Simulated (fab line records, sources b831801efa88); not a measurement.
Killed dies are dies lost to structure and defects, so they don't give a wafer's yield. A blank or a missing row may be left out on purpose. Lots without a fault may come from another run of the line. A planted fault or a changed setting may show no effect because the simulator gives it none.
Which tool did it? | flow gf180mcu | 6 lots, 18 wafers sampled, at 3 steps of a route of 602

WHAT THE GAUGES READ, wafer by wafer
GF_VT_IMPLANT_RS_MEAS_47: measures by four-point-probe.
lot  | measured     | on            | NWELL_RS (ohm/sq)
L147 | day 8 05:54  | film_metro-02 | 490.1 489.6 489.7
L149 | day 8 15:28  | film_metro-04 | 499.3 498.3 496.3 498.9 497.2 497.6
L151 | day 9 06:34  | film_metro-04 | 496.8 496.4 499.0 497.9 496.9 497.8
L161 | day 11 23:50 | film_metro-02 | 490.5 490.0 489.8
L165 | day 13 03:44 | film_metro-04 | 488.8 487.6 487.1
L168 | day 13 23:22 | film_metro-02 | 489.1 489.1 487.8

WHICH TOOL RAN EACH LOT (tool, then ch and the chambers of the sampled wafers, then the start)
lot  | GF_STI_CMP_25                | GF_NWELL_IMPLANT_08
L147 | cmp-02 ch 1,2,3, day 2 13:50 | implanter-02 ch 0, day 3 21:13
L149 | cmp-01 ch 0,1,2, day 3 00:40 | implanter-02 ch 0, day 4 05:45
L151 | cmp-01 ch 1,3, day 3 11:37   | implanter-02 ch 0, day 4 16:09
L161 | cmp-01 ch 1,2,3, day 5 14:38 | implanter-04 ch 0, day 6 23:02
L165 | cmp-02 ch 1,2,3, day 6 12:35 | implanter-02 ch 0, day 7 22:25
L168 | cmp-02 ch 1,2,3, day 7 01:50 | implanter-02 ch 0, day 8 13:11
- GF_STI_CMP_25: polishes, stops on Si3N4, t overpolish 33 s, target thk 524.6 nm.
- GF_NWELL_IMPLANT_08

THE ANSWER, worked out from the rows above alone
Rule: what is usual is taken from the lots themselves. Put in order of their means at a reading, lots are off if they are a third of the lots or fewer, leave a main group of 4 or more, and stand apart from it by a gap of 3 or more times the standard deviation of the main group's means; of several such gaps the widest counts. A main group whose means are all the same, to the digits that the tables above print for the reading, isn't used. A lot without any number at a reading at which 4 lots or more have one is off too. The other lots that the step has rows for count as sound.
Off: L149, L151, at GF_VT_IMPLANT_RS_MEAS_47 (NWELL_RS). The main group: mean 489.1 ohm/sq, standard deviation 0.91.
A tool fits if, at a process step before that reading, it ran every lot that is off, and no sound lot after the first of them. The gauges at GF_VT_IMPLANT_RS_MEAS_47 are tried like those tools. None of those tried fits.

WHAT THE SIMULATOR HAD PUT IN
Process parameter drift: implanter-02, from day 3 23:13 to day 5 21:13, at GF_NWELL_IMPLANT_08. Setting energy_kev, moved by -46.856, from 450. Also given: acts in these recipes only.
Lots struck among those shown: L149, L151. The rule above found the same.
